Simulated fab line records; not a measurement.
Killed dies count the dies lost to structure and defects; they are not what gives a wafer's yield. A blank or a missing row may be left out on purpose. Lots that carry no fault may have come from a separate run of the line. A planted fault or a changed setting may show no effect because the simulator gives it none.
One fault through the eyes of 2 desks -- flow sky130 -- each desk has only its own numbers; what lay behind them comes last

== THE TOOL OWNER'S DESK: litho_track-03 ==
The tool's own readings at SKY_SONOS_TUNNEL_DEVELOP_06 (develop time 58.11 s): means of the sampled wafers that have a number, for each lot that ran on this tool. Any lot whose mean is over 4 standard deviations away from the usual mean is out of limits and marked OUT; that distance is given in the brackets.
Columns: A = developer_temp_C at SKY_SONOS_TUNNEL_DEVELOP_06, usual 23.01 C
lot,first seen here,A
L570,day 11 17:25,23.07
L574,day 12 19:20,22.97
L580,day 14 13:59,20.60 (-24) OUT
L579,day 14 18:28,20.73 (-23) OUT
L581,day 14 21:28,20.83 (-22) OUT
This desk's finding: out of limits on L579, L580, L581; first on L580, day 14 13:59 (developer_temp_C at SKY_SONOS_TUNNEL_DEVELOP_06). Within limits: L570, L574.

== METROLOGY DESK ==
What the gauges read for every lot (on any tool): the sampled wafers with a number, averaged. Any lot whose mean is over 4 standard deviations away from the usual mean is out of limits and marked OUT; that distance is given in the brackets.
Columns: A = FIELD_ISO_OXIDATION_01_THK at SKY_FIELD_ISO_THK_MEAS_23, usual 10.01 nm; B = NWELL_OXIDATION_THK at SKY_NWELL_THK_MEAS_02, usual 10.05 nm
lot,first seen here,A,B
L570,day 2 11:03,9.84,10.06
L571,day 2 12:15,9.81,10.24
L572,day 2 17:19,10.18,10.10
L574,day 3 05:12,10.06,9.99
L579,day 4 06:50,10.35,10.06
L580,day 4 06:51,9.91,10.25
L581,day 4 14:34,10.25,9.98
L582,day 4 20:50,9.98,9.75
L583,day 5 03:23,9.58,10.30
L587,day 6 00:14,9.98,9.92
L588,day 6 04:47,10.06,9.99
L589,day 6 09:00,9.98,9.69
L592,day 7 02:43,10.11,10.08
This desk found nothing out of limits on any of the 13 lots.

== TAKEN TOGETHER ==
On L579, L580, L581, at day 14 13:59, an alarm was possible from the tool owner's desk.
Nothing out of limits was seen by the metrology desk.
The metrology desk holds a record of L579, L580, L581, inside its limits.
The lots listed all ran SKY_SONOS_TUNNEL_DEVELOP_06 on litho_track-03.

== WHAT HAD BEEN PUT IN BY THE SIMULATOR ==
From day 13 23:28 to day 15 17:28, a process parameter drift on litho_track-03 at SKY_SONOS_TUNNEL_DEVELOP_06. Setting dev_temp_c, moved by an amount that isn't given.
Shown lots that were struck: L579, L580, L581.
How many hours passed from the start of the fault until each desk's first out-of-limits reading: the tool owner's desk, 15.
